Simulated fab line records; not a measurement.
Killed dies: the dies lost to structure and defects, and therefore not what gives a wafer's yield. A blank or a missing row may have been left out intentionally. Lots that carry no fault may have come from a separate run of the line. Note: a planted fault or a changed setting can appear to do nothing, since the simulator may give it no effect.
Problem report, 8D (eight disciplines) form, completed by code + flow sky130 + the parts of the form that need people (team, actions taken, sign-off) are left out

== 1. WHAT WENT WRONG ==
Wafers without a fault read 55.62 W, standard deviation 0.053; heater-power-total-W at SKY_RES_PROTECT_SOFTBAKE_03 reads a mean of 57.59 W on 6 wafers belonging to 2 lots. Relative to the usual mean, that is a shift of +37 standard deviations.
The step: time 60 s.
First observed at day 21 01:54: wafer L603.1, on litho-track-01. The record has a number at this step for 39 wafers belonging to 13 lots. The rule behind "out" and "out of limits": a value lying over 4 standard deviations away from the usual mean. The rest of the wafers with a number are treated as sound.

== 2. WHAT IT IS; WHAT IT IS NOT ==
| question                    | is                                 | is not                                                                    |
|-----------------------------|------------------------------------|---------------------------------------------------------------------------|
| which readings at this step | heater-power-total-W, run-length-s | resist-line-temp-C                                                        |
| which lots                  | L603, L605                         | L586, L588, L589, L590, L591, L592, L594, L596, L598, L604, L609          |
| which wafers of those lots  | all that have a number             | -                                                                         |
| read on which tools         | litho-track-01                     | litho-track-02, litho-track-03                                            |
| when                        | from day 21 01:54                  | up to then (27 sound wafers); but 6 sound wafers of L604, L609 came after |

== 3. WHAT RULES OUT EACH SUSPECT ==
Counting: a tool stays on the suspect list if, at a process step up to the reading, it processed all lots that are out and no sound lot following the first of them.
- litho-track-01 at SKY_RES_PROTECT_SOFTBAKE_03 (time 60 s): kept. It processed each lot that is out, first L603 at day 21 01:54, and no sound lot thereafter; up to then, the last sound lot it processed was L594 at day 17 10:30. Out on those wafers are its own readings of heater-power-total-W, run-length-s.
After counting, what remains is litho-track-01 at SKY_RES_PROTECT_SOFTBAKE_03.

== 4. THE CAUSE (what the simulator had put in) ==
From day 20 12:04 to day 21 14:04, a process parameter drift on litho-track-01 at SKY_RES_PROTECT_SOFTBAKE_03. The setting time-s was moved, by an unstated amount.
After counting, this tool was the only one left.

== 5. THE CHAIN OF EFFECTS, in route order ==
Each row: a reading where the mean over the struck wafers with a number is more than 3 standard deviations away from the usual. Only readings whose record carries a usual standard deviation are examined. hours: median over the lots of the time between each lot's start at the first step of this table that gives one and its start at this step. sigmas: the change, counted in usual standard deviations.
| hours | step                        | reading              | usual   | on struck wafers | change | sigmas |
|-------|-----------------------------|----------------------|---------|------------------|--------|--------|
| 0     | SKY_RES_PROTECT_SOFTBAKE_03 | heater-power-total-W | 55.62 W | 57.59            | +1.98  | +37    |
| 0     | SKY_RES_PROTECT_SOFTBAKE_03 | run-length-s         | 89.21 s | 83.30            | -5.91  | -27    |
Process steps it contains:
- SKY_RES_PROTECT_SOFTBAKE_03: time 60 s.
At these later measuring or inspecting steps, every struck wafer for which the step has a row has a number for every such reading, and none has moved that far: SKY_POLY_GATE_THK_MEAS_04.

== 6. HOW IT WOULD HAVE BEEN CAUGHT EARLIER ==
In this record no reading fell out of limits until day 21 01:54, 14 hours after the fault had begun at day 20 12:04.
